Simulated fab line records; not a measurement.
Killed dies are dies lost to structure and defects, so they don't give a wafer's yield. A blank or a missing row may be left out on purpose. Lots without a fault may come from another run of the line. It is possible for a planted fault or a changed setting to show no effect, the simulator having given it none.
One fault seen from 2 desks / flow sky130 / each desk has only its own numbers; what lay behind them comes last

THE TOOL OWNER'S DESK: lithoTrack-03
The tool's own readings at SKY_SONOS_TUNNEL_HMDS_01 (prime time 60 s): means of the sampled wafers that have a number, for each lot that ran on this tool. Marked OUT: a lot whose mean sits more than 4 standard deviations from the usual mean, which makes it out of limits; the brackets give that distance.
Columns: A = primeTempC at SKY_SONOS_TUNNEL_HMDS_01, usual 119.99 C
lot=L650; first seen here=day 12 01:31; A=119.99
lot=L652; first seen here=day 12 13:02; A=120.01
lot=L651; first seen here=day 12 13:56; A=120.14
lot=L655; first seen here=day 13 12:35; A=119.92
lot=L663; first seen here=day 15 21:05; A=116.88 (-26) OUT
lot=L665; first seen here=day 16 17:31; A=116.90 (-26) OUT
Finding of this desk: L663, L665 out of limits; the first was L663 at day 15 21:05, on primeTempC at SKY_SONOS_TUNNEL_HMDS_01. In limits: L650, L652, L651, L655.

FROM THE METROLOGY DESK
Means of the sampled wafers that have a number, per lot and without regard to the tool the lot ran on: this is what the gauges read. Marked OUT: a lot whose mean sits more than 4 standard deviations from the usual mean, which makes it out of limits; the brackets give that distance.
Columns: A = NWELL_01_OVL at SKY_NWELL_OVL_MEAS_23, usual 0.0 nm; B = cdNm at SKY_VT_ADJUST_HVTR_CD_MEAS_07, usual 379.3 nm; C = GATE_OXIDE_OXIDATION_00_THK at SKY_GATE_OXIDE_THK_MEAS_02, usual 10.25 nm
lot=L647; first seen here=day 5 05:34; A=0.1; B=381.2; C=10.01
lot=L648; first seen here=day 5 12:19; A=1.6; B=378.6; C=10.21
lot=L649; first seen here=day 5 15:50; A=-0.2; B=379.9; C=10.04
lot=L650; first seen here=day 6 09:41; A=-0.1; B=377.9; C=10.31
lot=L652; first seen here=day 6 16:55; A=0.5; B=377.7; C=10.41
lot=L651; first seen here=day 6 18:37; A=1.5; B=381.1; C=10.13
lot=L653; first seen here=day 6 22:11; A=-0.6; B=382.9; C=10.19
lot=L654; first seen here=day 7 03:02; A=-0.7; B=379.2; C=10.52
lot=L655; first seen here=day 7 11:58; A=0.4; B=379.2; C=10.12
lot=L663; first seen here=day 9 05:28; A=-1.4; B=379.6; C=10.27
lot=L665; first seen here=day 9 22:41; A=0.2; B=374.7; C=10.14
lot=L664; first seen here=day 10 00:41; A=0.3; B=379.4; C=10.25
lot=L666; first seen here=day 10 06:52; A=0.2; B=375.7; C=10.21
lot=L669; first seen here=day 10 18:13; A=-2.6; B=377.1; C=10.26
This desk found nothing out of limits on any of the 14 lots.

ALL TOGETHER
At day 15 21:05, on L663, L665, the tool owner's desk was in a position to raise an alarm.
The metrology desk saw nothing out of limits.
The metrology desk holds a record of L663, L665, inside its limits.
On lithoTrack-03, each named lot ran SKY_SONOS_TUNNEL_HMDS_01.

WHAT THE SIMULATOR HAD INSERTED
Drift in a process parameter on lithoTrack-03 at SKY_SONOS_TUNNEL_HMDS_01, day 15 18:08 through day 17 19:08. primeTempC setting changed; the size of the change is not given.
Struck lots among those shown: L663, L665.
Time in hours from fault onset to the first out-of-limits reading at each desk: the tool owner's desk, 3.
